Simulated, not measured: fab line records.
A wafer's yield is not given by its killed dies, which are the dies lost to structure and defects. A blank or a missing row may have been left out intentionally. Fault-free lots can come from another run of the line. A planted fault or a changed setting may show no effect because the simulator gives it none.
Matching of chambers	flow sfq-line	SFQ_TRILAYER_I7_CMP_CMP_184 on cmp-02: 4 sister chambers
The step polishes SiO2. 8 wafers are shown with their chamber, then 8 later ones without.

WAFERS, EACH WITH ITS CHAMBER
wafer	chamber	motor-current-A (A)	head-pressure-psi (psi)
L810.5	2	9.4	2.990
L810.6	1	13.1	3.004
L813.5	3	12.5	2.989
L813.6	0	10.2	2.999
L814.1	1	12.7	3.002
L814.4	0	10.5	2.996
L814.5	3	12.7	3.005
L816.4	2	9.3	3.004

WAFERS WITH NO CHAMBER GIVEN
wafer	motor-current-A (A)	head-pressure-psi (psi)
L816.2	10.6	3.005
L816.6	12.4	2.989
L818.3	10.2	3.003
L818.5	10.3	3.007
L818.6	13.5	3.000
L824.2	12.2	3.001
L824.4	9.0	2.994
L824.6	10.4	2.990

EACH ONE'S CHAMBER
wafer	from the rows above	in truth
L816.2	0	0
L816.6	can't be placed: 3 or 1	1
L818.3	0	0
L818.5	0	0
L818.6	can't be placed: 1 or 3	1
L824.2	can't be placed: 3 or 1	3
L824.4	2	2
L824.6	0	0
Correctly placed: 5 of 8. Can't be placed from these rows: 3 (the true chamber is among the candidates in 3). Wrongly placed: 0.
How it was worked out, from the rows above alone: a wafer's distance from a chamber is the root of the sum, over the readings, of the square of ((its reading less the chamber's mean) divided by the reading's scatter). The wafer belongs to the nearest chamber; if the next one is less than 2 further off, it can't be placed. The mean given for a chamber averages the wafers shown for that chamber. The scatter: the root of (the sum of the squares of (reading less its chamber's mean) over the shown wafers, divided by (wafers less chambers)).
